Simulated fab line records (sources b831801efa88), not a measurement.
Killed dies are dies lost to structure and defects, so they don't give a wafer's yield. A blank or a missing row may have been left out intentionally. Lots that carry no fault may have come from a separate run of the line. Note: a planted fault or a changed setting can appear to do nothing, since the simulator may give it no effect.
The tool behind it: which one?    flow gf180mcu    18 wafers from 6 lots sampled at 3 of the route's 602 steps

== WHAT THE GAUGES READ, wafer by wafer ==
GF_V4_THK_MEAS_01.
lot   measured      on             V4_CVD_00_THK (nm)
L801  day 25 04:34  film_metro-04  1219 1224 1230
L808  day 27 17:16  film_metro-02  615 604 608
L810  day 28 03:37  film_metro-02  608 605 596
L812  day 28 16:41  film_metro-01  603 618 606
L815  day 29 15:08  film_metro-02  610 593 601
L819  day 30 13:52  film_metro-04  598 618 603

== EACH LOT AND THE TOOL THAT RAN IT (in order: tool; ch and the chambers of the sampled wafers; start) ==
lot   GF_M4_SPUTTER_02              GF_V4_CVD_00
L801  pvd_sputter-03, day 24 05:44  hdpcvd-01 ch 0,2, day 25 04:15
L808  pvd_sputter-03, day 26 20:28  hdpcvd-01 ch 0,1,2, day 27 17:04
L810  pvd_sputter-02, day 27 06:23  hdpcvd-01 ch 0,1,2, day 28 03:33
L812  pvd_sputter-01, day 27 20:14  hdpcvd-02 ch 0,1,2, day 28 16:36
L815  pvd_sputter-02, day 28 18:46  hdpcvd-01 ch 0,1,2, day 29 15:02
L819  pvd_sputter-03, day 29 18:26  hdpcvd-01 ch 0,1,2, day 30 13:47
- GF_M4_SPUTTER_02: material AlCu, target thk 450 nm, time 23.9 s.
- GF_V4_CVD_00: deposits SiO2, target thk 600 nm, time 100 s.

== THE ANSWER, worked out from the rows above alone ==
Rule: the usual values come from the lots themselves. The widest of any qualifying gaps counts: lots, ordered by their means at a reading, are off when they make up no more than a third of the lots, leave a main group of 4 or more, and stand apart from it by 3 or more times the standard deviation of that group's means. If all means in a main group match to the digits the tables above print for the reading, that group is not used. A lot without any number at a reading at which 4 lots or more have one is off too. Any other lot the step has rows for is counted as sound.
Off: L801, seen at GF_V4_THK_MEAS_01 (V4_CVD_00_THK). The main group has a mean of 606 nm with a standard deviation of 3.1.
A tool fits if, at a process step before that reading, it ran every lot that is off, and no sound lot after the first of them. The gauges at GF_V4_THK_MEAS_01 are tried like those tools. Not one of the candidates tried fits.

== WHAT THE SIMULATOR PUT IN ==
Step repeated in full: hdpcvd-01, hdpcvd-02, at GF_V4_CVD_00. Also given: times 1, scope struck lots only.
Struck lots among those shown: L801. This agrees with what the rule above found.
